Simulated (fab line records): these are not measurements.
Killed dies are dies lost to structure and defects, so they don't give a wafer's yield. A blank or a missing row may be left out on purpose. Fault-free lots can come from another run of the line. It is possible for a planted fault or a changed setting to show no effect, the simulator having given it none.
Matching of chambers -- flow sky130 -- cmp-02 running SKY_VIA1_CMP_24: 4 sister chambers
The step polishes, stops on SiO2, t overpolish 15 s, target thk 0 nm. 36 wafers are shown with their chamber, then 12 later ones without.

## WAFERS, EACH WITH ITS CHAMBER
wafer,chamber,motor_current_A (A),time_to_endpoint_s (s),overpolish_run_s (s)
L074.1,2,11.8,62,15.013
L074.4,0,10.7,66,15.009
L074.6,0,11.1,70,15.015
L075.3,0,10.8,65,15.007
L075.5,3,9.6,66,14.981
L075.6,2,11.2,61,14.988
L077.1,1,12.1,64,14.994
L077.4,0,10.5,68,15.001
L077.6,2,10.9,64,15.000
L079.2,3,9.8,70,15.005
L079.3,1,12.2,64,15.004
L079.4,2,11.3,69,15.006
L080.1,0,11.2,70,14.992
L080.3,2,11.2,61,14.998
L080.5,2,11.4,61,15.007
L081.1,2,11.6,60,15.008
L081.4,0,10.9,66,15.016
L081.5,1,12.5,62,15.002
L083.1,3,9.5,72,14.999
L083.3,2,11.4,64,15.013
L083.6,1,12.9,71,15.001
L087.1,2,10.3,60,15.000
L087.2,0,10.8,64,14.994
L087.6,2,11.6,59,15.001
L088.2,3,9.7,65,14.993
L088.5,0,11.4,68,15.013
L088.6,3,9.1,66,14.997
L090.1,1,12.0,63,15.002
L090.2,3,9.6,69,15.010
L090.4,0,11.6,65,14.999
L089.3,0,10.8,70,14.991
L089.4,3,9.7,73,15.007
L089.6,0,10.4,69,15.002
L093.1,1,12.8,64,14.995
L093.4,0,10.6,71,15.015
L093.5,3,9.3,70,14.997

SIGNATURES, as means of the wafers listed above
reading,chamber 0,chamber 1,chamber 2,chamber 3,scatter within a chamber
motor_current_A,10.900,12.417,11.270,9.537,0.36
time_to_endpoint_s,67.67,64.67,62.10,68.88,2.8
overpolish_run_s,15.00450,14.99967,15.00340,14.99863,0.00818
Rule: a wafer lies at a distance from a chamber equal to the root of the sum of squares, over the readings, of (its reading less the chamber's mean, divided by the reading's scatter). If the next closest chamber is less than 2 further off than the closest, the wafer can't be placed; otherwise it belongs to the closest. The scatter: the root of (the sum of the squares of (reading less its chamber's mean) over the shown wafers, divided by (wafers less chambers)).

## WAFERS WITH NO CHAMBER GIVEN
wafer,motor_current_A (A),time_to_endpoint_s (s),overpolish_run_s (s)
L095.1,8.9,67,14.999
L095.3,12.1,64,15.003
L095.5,10.7,64,14.993
L094.1,12.7,62,15.003
L094.3,10.8,59,15.015
L094.6,10.7,69,14.994
L096.2,9.4,68,15.003
L096.4,12.1,65,15.002
L096.6,9.9,68,14.995
L097.2,11.1,59,15.001
L097.3,11.0,67,15.004
L097.6,9.2,68,14.997

## WHICH CHAMBER EACH WENT THROUGH
wafer,from the rows above,in truth
L095.1,3,3
L095.3,can't be placed: 1 or 2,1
L095.5,can't be placed: 0 or 2 or 3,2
L094.1,1,1
L094.3,can't be placed: 2 or 0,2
L094.6,can't be placed: 0 or 2 or 3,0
L096.2,3,3
L096.4,can't be placed: 1 or 2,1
L096.6,can't be placed: 3 or 0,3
L097.2,can't be placed: 2 or 0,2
L097.3,can't be placed: 0 or 2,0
L097.6,3,3
4 of 12 placed correctly. These rows do not allow placing 8 (true chamber among the candidates in 8). 0 placed wrongly.
